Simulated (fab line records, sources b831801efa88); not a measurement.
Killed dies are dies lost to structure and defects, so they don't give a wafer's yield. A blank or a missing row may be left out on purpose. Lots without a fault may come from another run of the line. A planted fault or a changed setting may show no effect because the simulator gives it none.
Problem report in the 8D (eight disciplines) form, filled by code | flow sky130 | the parts of the form that need people (team, actions taken, sign-off) are left out

1. THE PROBLEM
tilt_deg at SKY_LDD_N_IMPLANT_12 reads a mean of -0.012 degrees on 6 wafers of 2 lots; wafers without a fault read 29.998 degrees with a standard deviation of 0.021. That is -99 or more standard deviations from the usual mean.
First seen on wafer L116.1, day 24 01:11, on implanter-01. The record holds 18 wafers of 6 lots with a number at this step. Rule for "out", or "out of limits": more than 4 standard deviations from the usual mean. The other wafers with a number count as sound.

2. WHAT IT IS AND WHAT IT IS NOT
question                    | is                     | is not
which readings at this step | tilt_deg               | beam_energy_keV, beam_on_s
which lots                  | L116, L118             | L102, L105, L121, L122
which wafers of those lots  | all that have a number | -
read on which tools         | implanter-01           | implanter-03, implanter-04
when                        | from day 24 01:11      | up to then (6 sound wafers); but 6 sound wafers of L121, L122 came after

3. SUSPECTS, AND WHAT RULES EACH OUT
Counting: a tool at a process step up to the reading stays a suspect if it ran every lot that is out and no sound lot after the first of them.
- implanter-01 at SKY_LDD_N_IMPLANT_12: kept. It ran every lot that is out, first L116 (day 24 01:11), and no sound lot after that; its last sound lot up to then is L105 (day 20 06:28). Its own readings are out on those wafers: tilt_deg.
Left after counting: implanter-01 at SKY_LDD_N_IMPLANT_12.

4. THE CAUSE (what the simulator had put in)
Process parameter drift: implanter-01, from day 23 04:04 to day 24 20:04, at SKY_LDD_N_IMPLANT_12. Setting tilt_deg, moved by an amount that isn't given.
Counting left only this tool.

5. THE CHAIN OF EFFECTS, in route order
Each row: a reading whose mean over the struck wafers that have a number lies more than 3 standard deviations from the usual. Only readings for which the record gives a usual standard deviation are gone through. hours: the time from each lot's start at the first step in this table that gives one to its start at this step, as a median over the lots. sigmas: the change in usual standard deviations.
hours | step                 | reading  | usual          | on struck wafers | change  | sigmas
0     | SKY_LDD_N_IMPLANT_12 | tilt_deg | 29.998 degrees | -0.012           | -30.010 | -99 or more
The process steps in it:
- SKY_LDD_N_IMPLANT_12

6. WHAT WOULD HAVE CAUGHT IT SOONER
In this record the first reading out of limits was taken at day 24 01:11, 21 hours after the fault began at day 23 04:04.
